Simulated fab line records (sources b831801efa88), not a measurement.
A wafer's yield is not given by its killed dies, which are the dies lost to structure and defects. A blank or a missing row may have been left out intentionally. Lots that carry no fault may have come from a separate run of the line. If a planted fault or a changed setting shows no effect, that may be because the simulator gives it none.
Matching of chambers || flow gf180mcu || GF_V1_ETCH_16 on rieDiel-04 has 4 sister chambers
The step etches BARC in N2/H2. 8 wafers are shown with their chamber, then 8 later ones without.

== WAFERS, EACH WITH ITS CHAMBER ==
{"wafer": "L277.6", "chamber": 0, "drypumpMotorCurrentA (A)": 6.2, "throttleValvePct (%)": 13.219}
{"wafer": "L278.6", "chamber": 3, "drypumpMotorCurrentA (A)": 6.1, "throttleValvePct (%)": 13.222}
{"wafer": "L282.5", "chamber": 2, "drypumpMotorCurrentA (A)": 5.7, "throttleValvePct (%)": 13.229}
{"wafer": "L283.1", "chamber": 0, "drypumpMotorCurrentA (A)": 6.3, "throttleValvePct (%)": 13.229}
{"wafer": "L285.1", "chamber": 2, "drypumpMotorCurrentA (A)": 5.7, "throttleValvePct (%)": 13.211}
{"wafer": "L285.3", "chamber": 1, "drypumpMotorCurrentA (A)": 5.3, "throttleValvePct (%)": 13.230}
{"wafer": "L285.4", "chamber": 3, "drypumpMotorCurrentA (A)": 6.1, "throttleValvePct (%)": 13.231}
{"wafer": "L286.1", "chamber": 1, "drypumpMotorCurrentA (A)": 5.3, "throttleValvePct (%)": 13.232}

== WAFERS WHOSE CHAMBER IS MISSING ==
{"wafer": "L286.3", "drypumpMotorCurrentA (A)": 6.2, "throttleValvePct (%)": 13.217}
{"wafer": "L286.4", "drypumpMotorCurrentA (A)": 5.7, "throttleValvePct (%)": 13.229}
{"wafer": "L294.2", "drypumpMotorCurrentA (A)": 6.2, "throttleValvePct (%)": 13.221}
{"wafer": "L294.3", "drypumpMotorCurrentA (A)": 5.3, "throttleValvePct (%)": 13.224}
{"wafer": "L294.6", "drypumpMotorCurrentA (A)": 5.3, "throttleValvePct (%)": 13.214}
{"wafer": "L295.1", "drypumpMotorCurrentA (A)": 6.3, "throttleValvePct (%)": 13.224}
{"wafer": "L295.2", "drypumpMotorCurrentA (A)": 5.7, "throttleValvePct (%)": 13.226}
{"wafer": "L295.3", "drypumpMotorCurrentA (A)": 6.1, "throttleValvePct (%)": 13.226}

== WHICH CHAMBER EACH WENT THROUGH ==
{"wafer": "L286.3", "from the rows above": "can't be placed: 0 or 3", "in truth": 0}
{"wafer": "L286.4", "from the rows above": 2, "in truth": 2}
{"wafer": "L294.2", "from the rows above": "can't be placed: 0 or 3", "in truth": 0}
{"wafer": "L294.3", "from the rows above": 1, "in truth": 1}
{"wafer": "L294.6", "from the rows above": 1, "in truth": 1}
{"wafer": "L295.1", "from the rows above": 0, "in truth": 0}
{"wafer": "L295.2", "from the rows above": 2, "in truth": 2}
{"wafer": "L295.3", "from the rows above": 3, "in truth": 3}
6 of 8 placed correctly. Cannot be placed on the basis of these rows: 2; the candidates contain the true chamber in 2. Placed wrongly: 0.
How it was worked out, from the rows above alone: a wafer's distance from a chamber is the root of the sum, over the readings, of the square of ((its reading less the chamber's mean) divided by the reading's scatter). The wafer belongs to the nearest chamber; if the next one is less than 2 further off, it can't be placed. The mean given for a chamber averages the wafers shown for that chamber. The scatter: take each reading less its chamber's mean, square it, sum over the shown wafers, divide by the number of wafers less the number of chambers, and take the root.
